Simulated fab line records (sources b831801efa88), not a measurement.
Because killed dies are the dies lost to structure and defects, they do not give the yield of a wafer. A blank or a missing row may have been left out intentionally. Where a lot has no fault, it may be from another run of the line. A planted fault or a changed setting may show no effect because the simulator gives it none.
fab line records    flow sky130
record: lots: 13  wafers: 39  last-day: 50
route steps=708 shown RES_XHIGH@339
lots untouched by any fault: they come from a run of this same line in which no faults occurred
start-h: hours from the record's first day to the start of the lot's first wafer shown    wait-h: hours since the lot's step before    " unchanged from the row above    L1.1+2: several wafers, shown together as one row    - either no value or no given start    * or withheld: withheld    < > ~ a bound
route shown NAME@n: NAME is a module with steps in the file, n the number in the route of the first one    usual: the fault-free wafers' mean and standard deviation    same: alike in all rows    chamber/n: place in a boat    sites: each site's reading    _std_site: how widely they spread, as a standard deviation    _edge_site: mean of outer sites minus mean of inner sites    radius-mm: for every site, how far away it sits from the centre of the wafer    mask NAME#n: copy n    behind: the tool/chamber that last shaped the wafer    hold: why the lot went on hold/how many hours it stayed there/how the hold came to an end    device: the n, p or np transistor that did not switch    end of line: the same wafers' tests at the end of the route    for a step that has no rows: nothing shown but its recipe    killed: dies lost to structure and defects at the first sort, not the wafer's yield    map: a wafer's dies, marking killed ones x, the rest . and places with no die _
set.NAME: the setting the step ran with; set.NAME@STEP: the setting that earlier step ran with    model.NAME: the simulator's own value behind a step, which no gauge read
the route's steps for a sample of lots (tables are steps, rows are wafers)
services: a tool's chamber out of use, with start hour (start-h, from the record's first day; less than 0 if before it), hours out, and reason
== steps ==
step: SKY_RES_XHIGH_IMPLANT_07
recipe: species: BF2  energy-kev: 20  dose-cm2: 3.6e+14  tilt-deg: 0
usual: beam-on-s: 40/3.4  dose-ions-cm2: 3.599e+14/4.1e+11  end-station-pressure-torr: 5.19e-06/2.7e-07
same: implant-ion-amu: 49
lot.wafer  tool          chamber  start-h  wait-h  beam-on-s  dose-ions-cm2  end-station-pressure-torr
L171.2     implanter-03  0        637.59   0.1     38         3.6e+14        5.72e-06
L171.5     "             0        "        "       38         3.6e+14        5.41e-06
L171.6     "             0        "        "       38         3.599e+14      5.27e-06
L173.1     implanter-01  0        643.23   0.1     44         3.605e+14      4.8e-06
L173.3     "             0        "        "       43         3.596e+14      5.11e-06
L173.5     "             0        "        "       43         3.605e+14      5.24e-06
L174.2     implanter-03  0        649.01   0.1     40         3.601e+14      5.2e-06
L174.4     "             0        "        "       40         3.6e+14        5.34e-06
L174.6     "             0        "        "       40         3.603e+14      4.99e-06
L175.2     implanter-03  0        665.99   0.1     40         3.595e+14      5.36e-06
L175.4     "             0        "        "       39         3.591e+14      5.1e-06
L175.6     "             0        "        "       38         3.593e+14      5.69e-06
L177.4     implanter-03  0        686.66   0.1     40         3.603e+14      5.23e-06
L177.5     "             0        "        "       39         3.603e+14      4.67e-06
L177.6     "             0        "        "       39         3.6e+14        5.12e-06
L181.2     implanter-03  0        711.09   0.1     39         3.589e+14      5.12e-06
L181.3     "             0        "        "       39         3.594e+14      5.29e-06
L181.5     "             0        "        "       39         3.597e+14      5.18e-06
L182.1     implanter-01  0        721.67   0.1     43         3.604e+14      4.97e-06
L182.2     "             0        "        "       44         3.599e+14      5.81e-06
L182.6     "             0        "        "       44         3.6e+14        5.34e-06
L187.1     implanter-04  0        767.32   0.1     35         3.596e+14      4.73e-06
L187.2     "             0        "        "       36         3.597e+14      5.04e-06
L187.3     "             0        "        "       34         3.594e+14      5e-06
L189.1     implanter-01  0        775.53   0.1     11         8.92e+13       5.14e-06
L189.4     "             0        "        "       11         8.99e+13       5e-06
L189.6     "             0        "        "       11         8.99e+13       5.22e-06
L188.3     implanter-01  0        778.88   0.1     11         8.98e+13       5.75e-06
L188.4     "             0        "        "       11         8.97e+13       5.06e-06
L188.5     "             0        "        "       11         8.92e+13       5.32e-06
L191.4     implanter-03  0        784.31   0.1     40         3.601e+14      5.14e-06
L191.5     "             0        "        "       39         3.605e+14      4.89e-06
L191.6     "             0        "        "       39         3.599e+14      5.09e-06
L192.1     implanter-04  0        793.28   0.1     36         3.603e+14      5.2e-06
L192.4     "             0        "        "       34         3.599e+14      5.23e-06
L192.6     "             0        "        "       35         3.6e+14        5.23e-06
L193.1     implanter-04  0        797.72   0.1     34         3.595e+14      4.99e-06
L193.2     "             0        "        "       34         3.6e+14        5.16e-06
L193.4     "             0        "        "       35         3.595e+14      5.26e-06
step: SKY_RES_XHIGH_STRIP_08
recipe: chemistry: O2/N2  power-w: 1400  pressure-mtorr: 1500  platen-temp-c: withheld  o2-flow-sccm: 3000  n2-flow-sccm: 300  overash-fraction: 0.5
usual: drypump-motor-current-A: 5.5/0.37  oes-product-au: 0.711/0.0045  strip-time-to-endpoint-s: 14.26/0.04
lot.wafer  tool             chamber  start-h  wait-h  drypump-motor-current-A  oes-product-au  rf-hours-counter-h  strip-time-to-endpoint-s
L171.2     plasma-asher-04  1        637.71   0.1     5.4                      0.714           54                  14.31
L171.5     "                1        "        "       5.4                      0.709           -                   14.32
L171.6     "                0        "        "       5.8                      0.709           -                   14.33
L173.1     plasma-asher-04  0        643.38   0.1     5.8                      0.715           55                  14.28
L173.3     "                1        "        "       5.3                      0.712           -                   14.29
L173.5     "                0        "        "       5.8                      0.709           -                   14.24
L174.2     plasma-asher-04  1        649.13   0.1     5.3                      0.710           56                  14.30
L174.4     "                1        "        "       5.3                      0.708           -                   14.27
L174.6     "                1        "        "       5.3                      0.709           -                   14.26
L175.2     plasma-asher-03  1        666.12   0.1     5.6                      0.706           22                  14.29
L175.4     "                0        "        "       5.6                      0.710           -                   14.26
L175.6     "                1        "        "       5.6                      0.716           -                   14.24
L177.4     plasma-asher-03  0        686.76   0.1     5.5                      0.713           -                   14.31
L177.5     "                0        "        "       5.6                      0.708           -                   14.28
L177.6     "                1        "        "       5.6                      0.707           -                   14.28
L181.2     plasma-asher-04  1        711.22   0.1     5.4                      0.712           60                  14.23
L181.3     "                1        "        "       5.4                      0.712           -                   14.18
L181.5     "                1        "        "       5.3                      0.711           -                   14.22
L182.1     plasma-asher-02  0        721.82   0.1     5.8                      0.719           83                  14.30
L182.2     "                1        "        "       4.8                      0.710           83                  14.27
L182.6     "                1        "        "       4.8                      0.707           -                   14.27
L187.1     plasma-asher-02  1        767.47   0.1     4.7                      0.710           88                  14.29
L187.2     "                0        "        "       5.8                      0.721           88                  14.27
L187.3     "                0        "        "       5.8                      0.710           -                   14.27
L189.1     plasma-asher-03  0        775.68   0.1     5.5                      0.717           33                  14.18
L189.4     "                0        "        "       5.5                      0.713           -                   14.19
L189.6     "                0        "        "       5.5                      0.724           -                   14.19
L188.3     plasma-asher-03  0        779.01   0.1     5.6                      0.721           -                   14.16
L188.4     "                1        "        "       5.5                      0.709           -                   14.09
L188.5     "                0        "        "       5.6                      0.713           -                   14.06
L191.4     plasma-asher-02  1        784.41   0.1     4.7                      0.711           -                   14.33
L191.5     "                0        "        "       5.8                      0.719           -                   14.24
L191.6     "                1        "        "       4.8                      0.712           -                   14.31
L192.1     plasma-asher-04  1        793.43   0.1     5.3                      0.708           68                  14.29
L192.4     "                0        "        "       5.8                      0.719           -                   14.28
L192.6     "                1        "        "       5.3                      0.713           -                   14.25
L193.1     plasma-asher-02  1        797.87   0.1     4.7                      0.706           91                  14.28
L193.2     "                0        "        "       5.8                      0.717           91                  14.22
L193.4     "                1        "        "       4.7                      0.713           -                   14.24
step: SKY_RES_XHIGH_TW_MEAS_09
usual: RES_XHIGH_TW: 1631/12
lot.wafer  tool           chamber  start-h  wait-h  RES_XHIGH_TW
L171.2     film-metro-03  -        637.82   0.1     1634
L171.5     "              -        "        "       1629
L171.6     "              -        "        "       1632
L173.1     film-metro-04  -        643.48   0.1     1627
L173.3     "              -        "        "       1629
L173.5     "              -        "        "       1626
L174.2     film-metro-04  -        649.24   0.1     1623
L174.4     "              -        "        "       1623
L174.6     "              -        "        "       1632
L175.2     film-metro-04  -        666.23   0.1     1630
L175.4     "              -        "        "       1627
L175.6     "              -        "        "       1629
L177.4     film-metro-04  -        686.86   0.1     1623
L177.5     "              -        "        "       1619
L177.6     "              -        "        "       1617
L181.2     film-metro-03  -        711.33   0.1     1641
L181.3     "              -        "        "       1639
L181.5     "              -        "        "       1639
L182.1     film-metro-04  -        721.92   0.1     1623
L182.2     "              -        "        "       1623
L182.6     "              -        "        "       1621
L187.1     film-metro-04  -        767.57   0.1     1621
L187.2     "              -        "        "       1619
L187.3     "              -        "        "       1618
L189.1     film-metro-01  -        775.78   0.1     1065
L189.4     "              -        "        "       1067
L189.6     "              -        "        "       1063
L188.3     film-metro-03  -        779.10   0.1     1061
L188.4     "              -        "        "       1061
L188.5     "              -        "        "       1064
L191.4     film-metro-01  -        784.51   0.1     1650
L191.5     "              -        "        "       1653
L191.6     "              -        "        "       1652
L192.1     film-metro-04  -        793.53   0.1     1633
L192.4     "              -        "        "       1627
L192.6     "              -        "        "       1630
L193.1     film-metro-01  -        797.97   0.1     1644
L193.2     "              -        "        "       1640
L193.4     "              -        "        "       1645
step: SKY_SD_N_RS_MEAS_18
recipe: thk-meas-gauge: four-point-probe
usual: RES_XHIGH_RS: 333.2/1.3
lot.wafer  tool           chamber  start-h  wait-h  RES_XHIGH_RS[ohm/sq]
L171.2     film-metro-04  -        667.36   0.1     333.4
L171.5     "              -        "        "       332.3
L171.6     "              -        "        "       332.5
L173.1     film-metro-04  -        672.80   0.1     335.3
L173.3     "              -        "        "       334.8
L173.5     "              -        "        "       333.8
L174.2     film-metro-04  -        678.34   0.1     334.9
L174.4     "              -        "        "       335.9
L174.6     "              -        "        "       335.4
L175.2     film-metro-04  -        695.39   0.1     333.0
L175.4     "              -        "        "       333.0
L175.6     "              -        "        "       331.6
L177.4     film-metro-04  -        715.69   0.1     333.6
L177.5     "              -        "        "       334.4
L177.6     "              -        "        "       333.6
L181.2     film-metro-04  -        739.13   0.1     334.5
L181.3     "              -        "        "       334.0
L181.5     "              -        "        "       334.0
L182.1     film-metro-03  -        750.96   0.1     332.4
L182.2     "              -        "        "       332.7
L182.6     "              -        "        "       333.0
L187.1     film-metro-04  -        795.27   0.1     334.5
L187.2     "              -        "        "       334.1
L187.3     "              -        "        "       334.1
L189.1     film-metro-04  -        802.90   0.1     1013.9
L189.4     "              -        "        "       1018.8
L189.6     "              -        "        "       1023.8
L188.3     film-metro-01  -        806.65   0.1     1008.7
L188.4     "              -        "        "       1006.6
L188.5     "              -        "        "       1002.7
L191.4     film-metro-01  -        811.77   0.1     330.7
L191.5     "              -        "        "       330.8
L191.6     "              -        "        "       330.6
L192.1     film-metro-01  -        821.63   0.1     332.2
L192.4     "              -        "        "       332.5
L192.6     "              -        "        "       332.9
L193.1     film-metro-01  -        825.81   0.1     334.9
L193.2     "              -        "        "       334.8
L193.4     "              -        "        "       334.1
== services ==
tool             chamber  start-h  hours  kind
plasma-asher-03  -        618.50   5.6    repair
implanter-04     -        636.91   2.9    repair
plasma-asher-03  -        638.39   21.8   repair
implanter-03     -        655.95   3.8    repair
plasma-asher-04  -        679.46   2.8    pm
plasma-asher-04  -        692.07   13.4   repair
plasma-asher-04  -        706.34   2.1    repair
implanter-01     -        723.79   2.1    pm
implanter-03     -        732.07   2.4    repair
plasma-asher-04  -        733.33   7.1    repair
implanter-03     -        768.88   1.9    repair
plasma-asher-02  -        793.68   1.0    repair
== key ==
first-sign: step: SKY_RES_XHIGH_IMPLANT_07  reading: dose-ions-cm2  direction: down  sigmas: 99+  usual: *  struck: *
effect: step: SKY_RES_XHIGH_IMPLANT_07  reading: beam-on-s  direction: down  sigmas: 8.4  usual: 40  struck: 11
effect: step: SKY_RES_XHIGH_STRIP_08  reading: strip-time-to-endpoint-s  direction: down  sigmas: 2.9  usual: *  struck: *
effect: step: SKY_RES_XHIGH_TW_MEAS_09  reading: RES_XHIGH_TW  direction: down  sigmas: 48  usual: 1631  struck: 1063
effect: step: SKY_SD_N_RS_MEAS_18  reading: RES_XHIGH_RS  direction: up  sigmas: 99+  usual: 333.2  struck: 1012.4
met-at SKY_RES_XHIGH_IMPLANT_07
struck-lots L188,L189
tester-left-out L188,L189
onset-between 721.67 775.53
fault: kind: process-parameter-drift  tool: implanter-01  chamber: -  onset-h: 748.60  steps: SKY_RES_XHIGH_IMPLANT_07  channel: dose-cm2  offset: *  shape: step  end-h: 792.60  acts-in: *  stated: *
tester-left-out: of these lots the tester's yield and bins aren't shown, on N5 and GAA mostly nor the transistor test; their killed dies are dies lost to structure and defects alone, not to doping, threshold or leakage, so they don't give the yield
